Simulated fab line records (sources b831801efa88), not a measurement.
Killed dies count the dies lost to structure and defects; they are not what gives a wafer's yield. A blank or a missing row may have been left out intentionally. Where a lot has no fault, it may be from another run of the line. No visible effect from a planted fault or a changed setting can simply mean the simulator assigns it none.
Lot-split experiment | flow sfq_line | 23 wafers read from 5 lots, route of 325 steps

THE SPLIT
At SFQ_TRILAYER_M1_LITHO_PEB_042 (peb time 60 s), the setting peb_temp_c was moved away from the recipe's 115 C on 10 of the 23 wafers read, by -1.5% to +2.8%. All remaining wafers had this setting at the recipe value.

FROM THE SPLIT ON TO THE READING: in between, the file shows 1 step
- SFQ_TRILAYER_M1_LITHO_DEVELOP_041: time 60 s

THE READING
M1.cd_nm (the simulator's own value, which no gauge read), in nm, at SFQ_TRILAYER_M1_BARC_OPEN_METAL_ETCH_054 (etches BARC in O2, target depth 125 nm, time 41.7 s). The file does not state a usual value for it. Here, 13 wafers ran the recipe; their average is 499.9 nm with a standard deviation of 0.93 nm.

wafer  | tool, chamber at the split | peb_temp_c as run, C | against the recipe | M1.cd_nm, nm | against lot-mates on the recipe
L075.1 | litho_track-02, 0          | 115                  | recipe             | 499.8        | -
L075.2 | litho_track-02, 0          | 116.7                | +1.5%              | 472.2        | -28.0
L075.3 | litho_track-02, 0          | 115                  | recipe             | 500.5        | -
L075.5 | litho_track-02, 0          | 115                  | recipe             | 500.3        | -
L075.6 | litho_track-02, 0          | 116.7                | +1.5%              | 472          | -28.2
L077.1 | litho_track-02, 0          | 115                  | recipe             | 498.7        | -
L077.3 | litho_track-02, 0          | 115                  | recipe             | 500          | -
L077.4 | litho_track-02, 0          | 118.2                | +2.8%              | 447.7        | -51.7
L077.5 | litho_track-02, 0          | 118.2                | +2.8%              | 447.4        | -52.0
L077.6 | litho_track-02, 0          | 118.2                | +2.8%              | 447.6        | -51.8
L078.1 | litho_track-04, 0          | 115                  | recipe             | 498.5        | -
L078.5 | litho_track-04, 0          | 115                  | recipe             | 500.2        | -
L078.6 | litho_track-04, 0          | 115                  | recipe             | 498.9        | -
L079.2 | litho_track-02, 0          | 113.3                | -1.5%              | 532.4        | +33.0
L079.3 | litho_track-02, 0          | 113.3                | -1.5%              | 531.4        | +32.0
L079.4 | litho_track-02, 0          | 115                  | recipe             | 499.2        | -
L079.5 | litho_track-02, 0          | 115                  | recipe             | 499.1        | -
L079.6 | litho_track-02, 0          | 115                  | recipe             | 499.9        | -
L080.1 | litho_track-04, 0          | 113.5                | -1.3%              | 529.2        | +27.7
L080.2 | litho_track-04, 0          | 113.5                | -1.3%              | 530.3        | +28.8
L080.3 | litho_track-04, 0          | 115                  | recipe             | 501.6        | -
L080.4 | litho_track-04, 0          | 113.5                | -1.3%              | 529.3        | +27.8
L080.5 | litho_track-04, 0          | 115                  | recipe             | 501.4        | -

THE FIT
A straight line over all 23 wafers: M1.cd_nm changes by -19.8 nm for each +1% of peb_temp_c; r = -1.00; the points scatter about the line by 1.8 nm.
The same after taking each lot's own level away (the mean of its wafers on the recipe; 23 wafers): -19.6 nm for each +1%; r = -1.00; scatter 1.5 nm.
Per that fit: largest peb_temp_c move, reading shift of 55 nm.
Measured against the standard deviation above, the lots' own levels, which go from 499.20 to 501.50 nm, span 2.5 times it.
Consequently the slope shifts little with the lot-to-lot level, the two slopes agreeing.
Check: -54 nm against its lot-mates is what the line predicts for one of the wafers moved furthest among these (+2.8%) when that wafer is left out of the fit. It came out at -51.7 nm against them.

FILE'S OWN FIT
M1.cd_nm changes by -19.6 nm for each +1% of peb_temp_c, r = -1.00.
